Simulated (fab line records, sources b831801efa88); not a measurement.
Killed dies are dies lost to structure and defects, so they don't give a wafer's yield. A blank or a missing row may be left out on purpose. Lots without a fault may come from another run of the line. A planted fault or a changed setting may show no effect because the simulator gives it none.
Which tool did it? | flow gf180mcu | 6 lots, 18 wafers sampled, at 2 steps of a route of 602

WHAT THE GAUGES READ, wafer by wafer
GF_STI_CD_MEAS_12: target cd 220 nm.
lot  | measured    | on        | cd_nm (nm)
L225 | day 2 16:34 | cd_sem-02 | 217.6 218.0 218.2
L229 | day 3 13:35 | cd_sem-02 | 220.7 220.9 221.8
L232 | day 4 05:50 | cd_sem-02 | 219.6 220.0 221.4
L234 | day 4 15:11 | cd_sem-02 | 221.8 221.8 222.1
L237 | day 5 07:35 | cd_sem-01 | 217.8 219.5 219.5
L243 | day 6 13:31 | cd_sem-02 | 175.1 175.1 176.6

WHICH TOOL RAN EACH LOT (tool, then ch and the chambers of the sampled wafers, then the start)
lot  | GF_STI_EXPOSE_09
L225 | krf_scanner-01 ch 0, day 2 10:23
L229 | krf_scanner-02 ch 0, day 3 07:17
L232 | krf_scanner-01 ch 0, day 3 23:31
L234 | krf_scanner-01 ch 0, day 4 08:14
L237 | krf_scanner-01 ch 0, day 5 00:14
L243 | krf_scanner-01 ch 0, day 6 06:31
- GF_STI_EXPOSE_09: exposes mask COMP, target cd 220 nm.

THE ANSWER, worked out from the rows above alone
Rule: what is usual is taken from the lots themselves. Put in order of their means at a reading, lots are off if they are a third of the lots or fewer, leave a main group of 4 or more, and stand apart from it by a gap of 3 or more times the standard deviation of the main group's means; of several such gaps the widest counts. A main group whose means are all the same, to the digits that the tables above print for the reading, isn't used. A lot without any number at a reading at which 4 lots or more have one is off too. The other lots that the step has rows for count as sound.
Off: L243, at GF_STI_CD_MEAS_12 (cd_nm). The main group: mean 220.0 nm, standard deviation 1.4.
A tool fits if, at a process step before that reading, it ran every lot that is off, and no sound lot after the first of them. The gauges at GF_STI_CD_MEAS_12 are tried like those tools. Can't be told from this: 2 tools fit, krf_scanner-01 at GF_STI_EXPOSE_09, cd_sem-02 at GF_STI_CD_MEAS_12.

WHAT THE SIMULATOR HAD PUT IN
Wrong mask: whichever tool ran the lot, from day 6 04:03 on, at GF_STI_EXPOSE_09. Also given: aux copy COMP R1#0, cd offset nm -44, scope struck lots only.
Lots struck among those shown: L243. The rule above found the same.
